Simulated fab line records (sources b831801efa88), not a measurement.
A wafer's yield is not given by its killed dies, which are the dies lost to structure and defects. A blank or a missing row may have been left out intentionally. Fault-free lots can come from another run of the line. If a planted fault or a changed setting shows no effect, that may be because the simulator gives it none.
Chamber matching :: flow sky130 :: 4 sister chambers for SKY_LI_CONTACT_ETCH_14 on rie-diel-01
The step etches BARC in N2/H2, stops on SiO2, time 45.9 s, target depth 60 nm. 8 wafers are shown with their chamber, then 8 later ones without.

## EACH WAFER AND ITS CHAMBER
wafer: L077.2
chamber: 0
drypump-motor-current-A (A): 5.7
rf-fwd-power-W (W): 498.7

wafer: L080.1
chamber: 1
drypump-motor-current-A (A): 5.4
rf-fwd-power-W (W): 491.9

wafer: L080.3
chamber: 0
drypump-motor-current-A (A): 5.6
rf-fwd-power-W (W): 498.0

wafer: L080.4
chamber: 3
drypump-motor-current-A (A): 6.5
rf-fwd-power-W (W): 495.1

wafer: L090.3
chamber: 2
drypump-motor-current-A (A): 6.3
rf-fwd-power-W (W): 492.1

wafer: L090.5
chamber: 2
drypump-motor-current-A (A): 6.3
rf-fwd-power-W (W): 491.4

wafer: L090.6
chamber: 1
drypump-motor-current-A (A): 5.4
rf-fwd-power-W (W): 493.8

wafer: L092.1
chamber: 3
drypump-motor-current-A (A): 6.5
rf-fwd-power-W (W): 495.9

## WAFERS MISSING THEIR CHAMBER
wafer: L092.2
drypump-motor-current-A (A): 5.4
rf-fwd-power-W (W): 492.5

wafer: L092.5
drypump-motor-current-A (A): 5.4
rf-fwd-power-W (W): 493.1

wafer: L091.1
drypump-motor-current-A (A): 6.5
rf-fwd-power-W (W): 494.4

wafer: L091.4
drypump-motor-current-A (A): 5.4
rf-fwd-power-W (W): 494.4

wafer: L091.6
drypump-motor-current-A (A): 5.6
rf-fwd-power-W (W): 497.3

wafer: L095.1
drypump-motor-current-A (A): 6.5
rf-fwd-power-W (W): 495.5

wafer: L095.3
drypump-motor-current-A (A): 6.3
rf-fwd-power-W (W): 493.2

wafer: L095.4
drypump-motor-current-A (A): 5.4
rf-fwd-power-W (W): 492.6

## WHICH CHAMBER EACH ONE RAN IN
wafer: L092.2
from the rows above: 1
in truth: 1

wafer: L092.5
from the rows above: 1
in truth: 1

wafer: L091.1
from the rows above: 3
in truth: 3

wafer: L091.4
from the rows above: 1
in truth: 1

wafer: L091.6
from the rows above: 0
in truth: 0

wafer: L095.1
from the rows above: 3
in truth: 3

wafer: L095.3
from the rows above: 2
in truth: 2

wafer: L095.4
from the rows above: 1
in truth: 1
8 of 8 placed correctly. Number that these rows cannot place: 0. 0 placed wrongly.
How it was worked out, from the rows above alone: a wafer's distance from a chamber is the root of the sum, over the readings, of the square of ((its reading less the chamber's mean) divided by the reading's scatter). If the next closest chamber is less than 2 further off than the closest, the wafer can't be placed; otherwise it belongs to the closest. A chamber's mean is the mean of its shown wafers. The scatter: take each reading less its chamber's mean, square it, sum over the shown wafers, divide by the number of wafers less the number of chambers, and take the root.
